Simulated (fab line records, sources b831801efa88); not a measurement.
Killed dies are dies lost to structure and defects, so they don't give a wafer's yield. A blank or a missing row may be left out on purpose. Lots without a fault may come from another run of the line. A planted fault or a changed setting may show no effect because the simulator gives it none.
Problem report in the 8D (eight disciplines) form, filled by code | flow sfq_line | the parts of the form that need people (team, actions taken, sign-off) are left out

1. THE PROBLEM
time_to_endpoint_s at SFQ_TRILAYER_I6_CMP_CMP_166 reads a mean of 176 s on 3 wafers of 2 lots; wafers without a fault read 214 s with a standard deviation of 7.9. That is -4.8 standard deviations from the usual mean.
The step: polishes SiO2.
First seen on wafer L104.3, day 81 07:58, on cmp-02. The record holds 42 wafers of 14 lots with a number at this step. Rule for "out", or "out of limits": more than 4 standard deviations from the usual mean. The other wafers with a number count as sound.

2. WHAT IT IS AND WHAT IT IS NOT
question                    | is                     | is not
which readings at this step | time_to_endpoint_s     | motor_current_A, slurry_filter_dp_kPa
which lots                  | L104, L107             | L101, L106, L111, L113, L115, L116, L117, L994, L995, L996, L997, L998
which wafers of those lots  | L104.3, L104.5, L107.3 | L104.4, L107.1, L107.4
read on which tools         | cmp-02                 | cmp-01
when                        | from day 81 07:58      | up to then (18 sound wafers); but 21 sound wafers of L104, L106, L107, L111, L113, L115, L116, L117 came after

3. SUSPECTS, AND WHAT RULES EACH OUT
Counting: a tool at a process step up to the reading stays a suspect if it ran every lot that is out. Sound lots after the first of them don't rule it out here, since some wafers of a struck lot are sound.
- cmp-02 at SFQ_TRILAYER_I6_CMP_CMP_166 (polishes SiO2): kept. It ran every lot that is out, first L104 (day 81 07:58); its last sound lot up to then is L998 (day 73 19:29). Its own readings are out on those wafers: time_to_endpoint_s.
Left after counting: cmp-02 at SFQ_TRILAYER_I6_CMP_CMP_166.

4. THE CAUSE (what the simulator had put in)
Process parameter drift: cmp-02, from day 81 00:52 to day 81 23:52, at SFQ_TRILAYER_I6_CMP_CMP_166. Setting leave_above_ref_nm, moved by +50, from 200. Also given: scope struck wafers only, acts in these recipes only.
Counting left only this tool.

5. THE CHAIN OF EFFECTS, in route order
Each row: a reading whose mean over the struck wafers that have a number lies more than 3 standard deviations from the usual. Only readings for which the record gives a usual standard deviation are gone through. hours: the time from each lot's start at the first step in this table that gives one to its start at this step, as a median over the lots. sigmas: the change in usual standard deviations.
hours | step                                  | reading            | usual      | on struck wafers | change | sigmas
0     | SFQ_TRILAYER_I6_CMP_CMP_166           | time_to_endpoint_s | 214 s      | 176              | -38    | -4.8
3     | SFQ_TRILAYER_I6_METRO_MEASURE_167     | thk_nm             | 199.9 nm   | 249.7            | +49.8  | +45
28    | SFQ_TRILAYER_I6_VIA_ETCH_VIA_ETCH_172 | oes_product_au     | 0.854 a.u. | 0.977            | +0.123 | +22
The process steps in it:
- SFQ_TRILAYER_I6_CMP_CMP_166: polishes SiO2.
- SFQ_TRILAYER_I6_METRO_MEASURE_167
- SFQ_TRILAYER_I6_VIA_ETCH_VIA_ETCH_172: etches SiO2 in CHF3, stops on Nb, target depth 260 nm.

6. WHAT WOULD HAVE CAUGHT IT SOONER
In this record the first reading out of limits was taken at day 81 07:58, 7 hours after the fault began at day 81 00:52.
